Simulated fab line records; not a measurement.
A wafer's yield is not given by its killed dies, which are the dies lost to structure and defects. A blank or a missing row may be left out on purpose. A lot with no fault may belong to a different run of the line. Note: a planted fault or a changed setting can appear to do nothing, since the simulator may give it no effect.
Struck lot and sound lot, side by side / flow sky130 / 15 steps out of a route of 708
Sound: these wafers, L555.1, L555.3, L555.6. Wafers struck: L549.1, L549.2, L549.5. Last of all comes the cause.
Each step with rows lists, per side, the tool, then ch with its chambers, then its first start. Under that, the readings that differ: sound wafers / struck wafers / difference of the means / sigmas: that difference in standard deviations of wafers without a fault.
alike: words and numbers the same on both sides, and readings whose means are apart by under 2 such deviations; not compared: readings that were withheld, readings missing a value for some wafer, numbers with overlapping values and no deviation given by the record, and bounds like >300 which may hide the same value.
Wherever a step has rows on one side only, a row that says differs or no value, or a row with sigmas, the two part there. Numbers that have no deviation but don't overlap get no sigmas and don't part them. A reading that every wafer of one side lacks parts them only if that side has two wafers or more.

first, 5 steps without rows for these wafers: SKY_SD_N_COAT_02 (resist thk 1140 nm); SKY_SD_N_SOFTBAKE_03 (time 60 s); SKY_SD_N_EXPOSE_04 (exposes mask NSDM, target cd 380 nm); SKY_SD_N_PEB_05; SKY_SD_N_DEVELOP_06 (develop time 60 s).
SKY_SD_N_CD_MEAS_07: target cd 380 nm.
  struck on cdSem-02, day 30 19:35; sound on cdSem-01, day 34 00:51
  alike: cdNm
SKY_SD_N_OVL_MEAS_08:
  struck on overlay-01, day 30 19:42; sound on overlay-02, day 34 00:58
  alike: SD_N_OVL
then, 2 steps without rows for these wafers: SKY_SD_N_IMPLANT_09; SKY_SD_N_IMPLANT_10.
SKY_SD_N_STRIP_11: strips in O2/N2.
  sound on plasmaAsher-04 ch 0,1, day 34 01:19; struck on plasmaAsher-02 ch 0,1, day 30 20:02
  alike: drypumpMotorCurrentA, oesProductAu, stripTimeToEndpointS
  not compared: rfHoursCounterH
SKY_SD_N_TW_MEAS_12:
  struck on filmMetro-02, day 30 20:08; sound on filmMetro-02, day 34 01:25
  alike: SD_N_TW
then, 1 step without rows for these wafers: SKY_SD_N_CLEAN_13 (cleans in SC1/SC2, time 150 s).
SKY_SD_N_RTA_14: time 2 s.
  sound on rtpAnneal-01 ch 0, day 34 01:31; struck on rtpAnneal-01 ch 0, day 30 20:14
reading=lampPowerPct (%); sound=15.77 15.60 15.78; struck=14.58 14.51 14.61; difference=-1.15; sigmas=-22
  alike: wafer_temp_C_max
SKY_SD_N_RS_MEAS_16: measurement is done with a four-point probe.
  struck on filmMetro-04, day 30 20:47; sound on filmMetro-02, day 34 01:41
reading=SD_N_RS (ohm/sq); sound=68.27 68.42 68.42; struck=73.76 73.67 73.79; difference=+5.37; sigmas=+49
  not compared: hold
then, 1 step without rows for these wafers: SKY_PAD_OPEN_PROBE_99.

## WHERE THEY PART
At SKY_SD_N_RTA_14 first; at SKY_SD_N_RS_MEAS_16 last (within this record only).

WHY: the cause the simulator had injected
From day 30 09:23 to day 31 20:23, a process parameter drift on rtpAnneal-01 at SKY_SD_N_RTA_14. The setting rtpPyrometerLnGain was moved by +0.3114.
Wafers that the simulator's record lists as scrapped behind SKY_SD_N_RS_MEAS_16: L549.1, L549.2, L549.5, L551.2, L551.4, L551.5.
